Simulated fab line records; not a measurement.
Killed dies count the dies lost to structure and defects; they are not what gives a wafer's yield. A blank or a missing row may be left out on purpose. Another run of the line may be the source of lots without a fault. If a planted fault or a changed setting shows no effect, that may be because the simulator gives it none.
Which tool was responsible? :: flow sky130 :: 6 lots with 18 wafers sampled at 2 steps, on a route of 708 steps

## WHAT THE GAUGES SHOWED, per wafer
SKY_LDD_HVN_OVL_MEAS_07.
lot: L423
measured: day 20 16:15
on: overlay-01
LDD_HVN_OVL (nm): -2.2 -1.7 -1.6

lot: L426
measured: day 21 23:05
on: overlay-02
LDD_HVN_OVL (nm): -3.9 -2.6 -2.4

lot: L428
measured: day 22 11:18
on: overlay-02
LDD_HVN_OVL (nm): -4.4 -3.7 -3.8

lot: L432
measured: day 24 10:52
on: overlay-02
LDD_HVN_OVL (nm): -1.9 -1.0 -0.1

lot: L435
measured: day 25 01:54
on: overlay-02
LDD_HVN_OVL (nm): -2.5 -3.6 -2.9

lot: L443
measured: day 27 14:45
on: overlay-01
LDD_HVN_OVL (nm): -2.2 -3.3 -3.2

## WHICH TOOL RAN EACH LOT (tool, then ch and the chambers of the sampled wafers, then the start)
lot: L423
SKY_LDD_HVN_EXPOSE_04: iline_stepper-02 ch 0, day 20 01:01

lot: L426
SKY_LDD_HVN_EXPOSE_04: iline_stepper-01 ch 0, day 21 07:26

lot: L428
SKY_LDD_HVN_EXPOSE_04: iline_stepper-01 ch 0, day 21 20:46

lot: L432
SKY_LDD_HVN_EXPOSE_04: iline_stepper-01 ch 0, day 23 20:15

lot: L435
SKY_LDD_HVN_EXPOSE_04: iline_stepper-01 ch 0, day 24 11:44

lot: L443
SKY_LDD_HVN_EXPOSE_04: iline_stepper-01 ch 0, day 27 00:23
- SKY_LDD_HVN_EXPOSE_04: exposes mask HVNTM, target cd 700 nm.

## THE ANSWER, worked out from the rows above alone
Rule: the lots themselves supply what counts as usual. Put in order of their means at a reading, lots are off if they are a third of the lots or fewer, leave a main group of 4 or more, and stand apart from it by a gap of 3 or more times the standard deviation of the main group's means; of several such gaps the widest counts. The tables above print the reading to a certain number of digits; a main group whose means all agree to those digits is not used. Also off: a lot with no number at a reading for which 4 or more lots have one. All remaining lots with rows at the step are treated as sound.
No lot is off at any reading shown: from this, nothing can be told.

## WHAT THE SIMULATOR PUT IN
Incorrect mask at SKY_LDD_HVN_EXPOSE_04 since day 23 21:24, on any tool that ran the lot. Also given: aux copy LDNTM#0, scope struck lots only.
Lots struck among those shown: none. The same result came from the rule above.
